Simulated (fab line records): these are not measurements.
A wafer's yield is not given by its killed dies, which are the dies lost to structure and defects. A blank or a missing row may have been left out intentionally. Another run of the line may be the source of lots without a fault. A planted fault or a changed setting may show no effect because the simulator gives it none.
Check for tools in common / flow gf180mcu / Lots sampled 14, wafers sampled 42

## THE REASON FOR OPENING IT
Of 14 lots, 2 have the reading PSD_TW flagged at GF_PSD_TW_MEAS_11. Fault-free wafers read 3173, with a standard deviation of 17.
Rule: a lot is flagged when every wafer of it that has a number lies more than 4 standard deviations from that mean, or none has a number. The rest of the lots are taken to be sound.

lot=L330; measured=day 13 23:20; on=film metro-01; PSD_TW, wafer by wafer=3196 3198 3199; flag=
lot=L331; measured=day 14 15:54; on=film metro-03; PSD_TW, wafer by wafer=3178 3197 3167; flag=
lot=L333; measured=day 15 04:16; on=film metro-03; PSD_TW, wafer by wafer=3155 3151 3164; flag=
lot=L334; measured=day 15 22:26; on=film metro-02; PSD_TW, wafer by wafer=3188 3170 3181; flag=
lot=L335; measured=day 16 06:38; on=film metro-01; PSD_TW, wafer by wafer=3217 3195 3202; flag=
lot=L337; measured=day 17 01:21; on=film metro-03; PSD_TW, wafer by wafer=3153 3161 3149; flag=
lot=L338; measured=day 17 03:58; on=film metro-03; PSD_TW, wafer by wafer=30 30 30; flag=FLAGGED
lot=L339; measured=day 17 11:20; on=film metro-03; PSD_TW, wafer by wafer=30 30 30; flag=FLAGGED
lot=L348; measured=day 20 16:17; on=film metro-02; PSD_TW, wafer by wafer=3158 3160 3166; flag=
lot=L349; measured=day 21 01:30; on=film metro-02; PSD_TW, wafer by wafer=3183 3180 3185; flag=
lot=L350; measured=day 21 07:47; on=film metro-02; PSD_TW, wafer by wafer=3198 3193 3189; flag=
lot=L351; measured=day 21 16:16; on=film metro-01; PSD_TW, wafer by wafer=3190 3201 3187; flag=
lot=L352; measured=day 21 19:46; on=film metro-01; PSD_TW, wafer by wafer=3176 3183 3188; flag=
lot=L353; measured=day 22 04:28; on=film metro-03; PSD_TW, wafer by wafer=3185 3178 3181; flag=
On average the flagged lots read 30, which is -3143 against the usual, or -99 or more standard deviations.

## TOOL THAT RAN EACH LOT
2 process steps preceding the reading are held in the record, out of 602 steps in the route. Every cell lists first the tool, next ch and the chambers used by the sampled wafers, and last the start.
lot=L330; flag=; GF_NSD_STRIP_11=plasma asher-03 ch 0,1, day 13 02:54; GF_PSD_STRIP_10=plasma asher-02 ch 0,1, day 13 23:15
lot=L331; flag=; GF_NSD_STRIP_11=plasma asher-04 ch 0,1, day 13 19:28; GF_PSD_STRIP_10=plasma asher-02 ch 0,1, day 14 15:49
lot=L333; flag=; GF_NSD_STRIP_11=plasma asher-03 ch 0,1, day 14 07:10; GF_PSD_STRIP_10=plasma asher-03 ch 0,1, day 15 04:10
lot=L334; flag=; GF_NSD_STRIP_11=plasma asher-03 ch 0,1, day 15 00:25; GF_PSD_STRIP_10=plasma asher-02 ch 0,1, day 15 22:20
lot=L335; flag=; GF_NSD_STRIP_11=plasma asher-03 ch 0,1, day 15 08:22; GF_PSD_STRIP_10=plasma asher-03 ch 0,1, day 16 06:32
lot=L337; flag=; GF_NSD_STRIP_11=plasma asher-04 ch 0,1, day 16 02:52; GF_PSD_STRIP_10=plasma asher-01 ch 0,1, day 17 01:16
lot=L338; flag=FLAGGED; GF_NSD_STRIP_11=plasma asher-04 ch 0,1, day 16 05:20; GF_PSD_STRIP_10=plasma asher-03 ch 0,1, day 17 03:52
lot=L339; flag=FLAGGED; GF_NSD_STRIP_11=plasma asher-03 ch 0,1, day 16 13:11; GF_PSD_STRIP_10=plasma asher-01 ch 0,1, day 17 11:14
lot=L348; flag=; GF_NSD_STRIP_11=plasma asher-03 ch 0,1, day 19 16:01; GF_PSD_STRIP_10=plasma asher-03 ch 0,1, day 20 16:11
lot=L349; flag=; GF_NSD_STRIP_11=plasma asher-02 ch 0,1, day 20 00:36; GF_PSD_STRIP_10=plasma asher-02 ch 0,1, day 21 01:25
lot=L350; flag=; GF_NSD_STRIP_11=plasma asher-04 ch 0,1, day 20 07:13; GF_PSD_STRIP_10=plasma asher-03 ch 0,1, day 21 07:41
lot=L351; flag=; GF_NSD_STRIP_11=plasma asher-03 ch 0,1, day 20 15:10; GF_PSD_STRIP_10=plasma asher-02 ch 0,1, day 21 16:10
lot=L352; flag=; GF_NSD_STRIP_11=plasma asher-04 ch 0,1, day 20 18:52; GF_PSD_STRIP_10=plasma asher-03 ch 0,1, day 21 19:40
lot=L353; flag=; GF_NSD_STRIP_11=plasma asher-03 ch 0,1, day 21 04:50; GF_PSD_STRIP_10=plasma asher-01 ch 0,1, day 22 04:22
What the steps here do:
- GF_NSD_STRIP_11: strips in O2/N2.
- GF_PSD_STRIP_10: strips in O2/N2.
- GF_PSD_TW_MEAS_11

## FLAGGED AGAINST TOTAL, ONE TOOL AT A TIME (gauges that did the reading follow at the end)
step=GF_NSD_STRIP_11; tool=plasma asher-02; lots run=1; flagged=0; share of the flagged lots=none; sound lots run after its first flagged lot=-
step=GF_NSD_STRIP_11; tool=plasma asher-03; lots run=8; flagged=1; share of the flagged lots=some; sound lots run after its first flagged lot=3 (L348,L351,L353)
step=GF_NSD_STRIP_11; tool=plasma asher-04; lots run=5; flagged=1; share of the flagged lots=some; sound lots run after its first flagged lot=2 (L350,L352)
step=GF_PSD_STRIP_10; tool=plasma asher-01; lots run=3; flagged=1; share of the flagged lots=some; sound lots run after its first flagged lot=1 (L353)
step=GF_PSD_STRIP_10; tool=plasma asher-02; lots run=5; flagged=0; share of the flagged lots=none; sound lots run after its first flagged lot=-
step=GF_PSD_STRIP_10; tool=plasma asher-03; lots run=6; flagged=1; share of the flagged lots=some; sound lots run after its first flagged lot=3 (L348,L350,L352)
step=GF_PSD_TW_MEAS_11; tool=film metro-01; lots run=4; flagged=0; share of the flagged lots=none; sound lots run after its first flagged lot=-
step=GF_PSD_TW_MEAS_11; tool=film metro-02; lots run=4; flagged=0; share of the flagged lots=none; sound lots run after its first flagged lot=-
step=GF_PSD_TW_MEAS_11; tool=film metro-03; lots run=6; flagged=2; share of the flagged lots=all; sound lots run after its first flagged lot=1 (L353)

## WHAT THE TABLE PERMITS
All flagged lots share 1 row of the table, namely film metro-03 at GF_PSD_TW_MEAS_11.
- film metro-03 at GF_PSD_TW_MEAS_11 ran 6 lots, 2 of them flagged. Lots that were sound ran on it after the first flagged one (L353); a persistent fault on the entire tool would not allow that.
Every row of the table either missed a flagged lot or ran a sound lot after the first.

## WHAT WAS PUT IN BY THE SIMULATOR
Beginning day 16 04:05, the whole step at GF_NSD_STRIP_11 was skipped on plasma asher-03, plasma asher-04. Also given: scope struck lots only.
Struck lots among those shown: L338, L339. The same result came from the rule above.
